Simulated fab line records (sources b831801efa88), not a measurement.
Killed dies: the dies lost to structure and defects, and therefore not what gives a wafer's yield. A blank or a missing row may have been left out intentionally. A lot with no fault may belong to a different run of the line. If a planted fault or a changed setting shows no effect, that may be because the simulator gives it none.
A struck lot beside a sound one | flow gf180mcu | 14 steps out of a route of 602
Sound: the wafers L926.1, L926.2, L926.5. The struck wafers were L933.1, L933.2, L933.4. The cause is named last.
Each step with rows lists, per side, the tool, then ch with its chambers, then its first start. Under that, the readings that differ: sound wafers | struck wafers | difference of the means | sigmas: that difference in standard deviations of wafers without a fault.
alike: words and numbers the same on both sides, and readings whose means are apart by under 2 such deviations; not compared: readings that were withheld, readings missing a value for some wafer, numbers with overlapping values and no deviation given by the record, and bounds like >300 which may hide the same value.
Wherever a step has rows on one side only, a row that says differs or no value, or a row with sigmas, the two part there. When numbers do not overlap yet have no deviation, they are printed without sigmas and do not part them. Lack of a reading on every wafer of one side parts them only where that side has two or more wafers.

first, 1 step without rows for these wafers: GF_CONTACT_CVD_00 (deposits SiO2, target thk 300 nm, time 50 s).
GF_CONTACT_THK_MEAS_01:
  struck on film-metro-02, day 18 01:05; sound on film-metro-02, day 15 13:17
  alike: CONTACT_CVD_00_THK
GF_CONTACT_CVD_02: deposits SiO2 from TEOS, target thk 860 nm, time 95.992 s.
  sound on pecvd-01 ch 0,1,2, day 15 13:20; struck on pecvd-04 ch 0,1,2, day 18 01:09
  alike: heater-power-w
GF_CONTACT_THK_MEAS_03:
  struck on film-metro-01, day 18 01:13; sound on film-metro-04, day 15 13:25
  alike: CONTACT_CVD_02_THK
GF_CONTACT_CMP_04: polishes SiO2.
  sound on cmp-01 ch 0,3, day 15 13:31; struck on cmp-01 ch 0,2,3, day 18 01:17
  alike: motor-current-A, time-to-endpoint-s
GF_CONTACT_BOW_MEAS_05:
  struck on film-metro-02, day 18 01:35; sound on film-metro-01, day 15 13:46
  alike: CONTACT_BOW
then, 6 steps without rows for these wafers: GF_CONTACT_DEHYDRATE_06 (time 60 s); GF_CONTACT_HMDS_07 (prime time 60 s); GF_CONTACT_COAT_08; GF_CONTACT_COAT_09 (resist thk 1000 nm); GF_CONTACT_SOFTBAKE_10 (time 60 s); GF_CONTACT_EXPOSE_11 (exposes mask Contact, target cd 220 nm).
GF_CONTACT_PEB_12: peb time 90 s.
  sound on litho-track-01 ch 0, day 16 11:09; struck on litho-track-01, day 19 01:18
  no value came back on the struck wafers for chill-plate-temp-C (C), exhaust-pa (Pa); on the sound wafers chill-plate-temp-C (C) reads 22.70 22.91 22.91
then, 1 step without rows for these wafers: GF_CONTACT_DEVELOP_13 (develop time 60 s).

WHERE THEY PART
Only at GF_CONTACT_PEB_12, as far as this record shows.

WHY: the cause the simulator had injected
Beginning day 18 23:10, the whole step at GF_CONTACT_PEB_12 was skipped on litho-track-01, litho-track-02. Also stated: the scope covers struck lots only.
